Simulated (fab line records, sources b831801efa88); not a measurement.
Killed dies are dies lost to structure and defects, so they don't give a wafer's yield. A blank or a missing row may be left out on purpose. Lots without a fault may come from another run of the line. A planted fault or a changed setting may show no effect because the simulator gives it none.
Problem report in the 8D (eight disciplines) form, filled by code | flow sky130 | the parts of the form that need people (team, actions taken, sign-off) are left out

1. THE PROBLEM
FIELD_ISO_CVD_24_THK at SKY_FIELD_ISO_THK_MEAS_25 reads a mean of 462 nm on 3 wafers of 2 lots; wafers without a fault read 595 nm with a standard deviation of 6.1. That is -22 standard deviations from the usual mean.
First seen on wafer L706.1, day 5 19:37, on film_metro-04. The record holds 34 wafers of 12 lots with a number at this step. Rule for "out", or "out of limits": more than 4 standard deviations from the usual mean. The other wafers with a number count as sound.

2. WHAT IT IS AND WHAT IT IS NOT
question                    | is                           | is not
which readings at this step | FIELD_ISO_CVD_24_THK         | -
which lots                  | L706, L708                   | L692, L693, L694, L698, L699, L701, L702, L707, L712, L713
which wafers of those lots  | L706.1, L706.2, L708.1       | L706.4
read on which gauges        | film_metro-02, film_metro-04 | film_metro-03
when                        | from day 5 19:37             | up to then (22 sound wafers); but 9 sound wafers of L707, L712, L713 came after

3. SUSPECTS, AND WHAT RULES EACH OUT
Counting: a tool at a process step up to the reading stays a suspect if it ran every lot that is out. Sound lots after the first of them don't rule it out here, since some wafers of a struck lot are sound.
- the gauge at SKY_FIELD_ISO_THK_MEAS_25: ruled out. The wafers that are out were read on 2 gauges (film_metro-02, film_metro-04).
- hdpcvd-01 at SKY_FIELD_ISO_CVD_24 (deposits SiO2, target thk 595 nm, time 99.2 s): kept. It ran every lot that is out, first L706 (day 5 19:32); its last sound lot up to then is L699 (day 4 05:25).
Left after counting: hdpcvd-01 at SKY_FIELD_ISO_CVD_24.

4. THE CAUSE (what the simulator had put in)
Process parameter drift: hdpcvd-01, from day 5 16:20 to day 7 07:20, at SKY_FIELD_ISO_CVD_24. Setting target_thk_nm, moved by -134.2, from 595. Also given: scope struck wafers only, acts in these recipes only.
Counting left only this tool.

5. THE CHAIN OF EFFECTS, in route order
Each row: a reading whose mean over the struck wafers that have a number lies more than 3 standard deviations from the usual. Only readings for which the record gives a usual standard deviation are gone through. hours: the time from each lot's start at the first step in this table that gives one to its start at this step, as a median over the lots. sigmas: the change in usual standard deviations.
hours | step                      | reading              | usual  | on struck wafers | change | sigmas
0     | SKY_FIELD_ISO_THK_MEAS_25 | FIELD_ISO_CVD_24_THK | 595 nm | 462              | -133   | -22
5     | SKY_FIELD_ISO_CMP_27      | time_to_endpoint_s   | 115 s  | 89               | -26    | -6.8
The process steps in it:
- SKY_FIELD_ISO_CMP_27: polishes, stops on Si3N4, t overpolish 16 s, target thk 457.8 nm.
Later measuring or inspecting steps at which every struck wafer that the step has a row for has a number for every such reading, and none has moved that far: SKY_NWELL_THK_MEAS_02, SKY_DNWELL_TW_MEAS_09.

6. WHAT WOULD HAVE CAUGHT IT SOONER
In this record the first reading out of limits at a measuring or inspecting step was taken at day 5 19:37, 3 hours after the fault began at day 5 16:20.
Of the tool readings at SKY_FIELD_ISO_CVD_24 for which the record gives a usual standard deviation, none was out on any struck wafer, so an alarm limit of 4 standard deviations on them would not have fired.
Of the lots that are out (2), L708 began SKY_FIELD_ISO_CVD_24 on hdpcvd-01 after day 5 19:37. A hold on the tool at that time would have spared it.
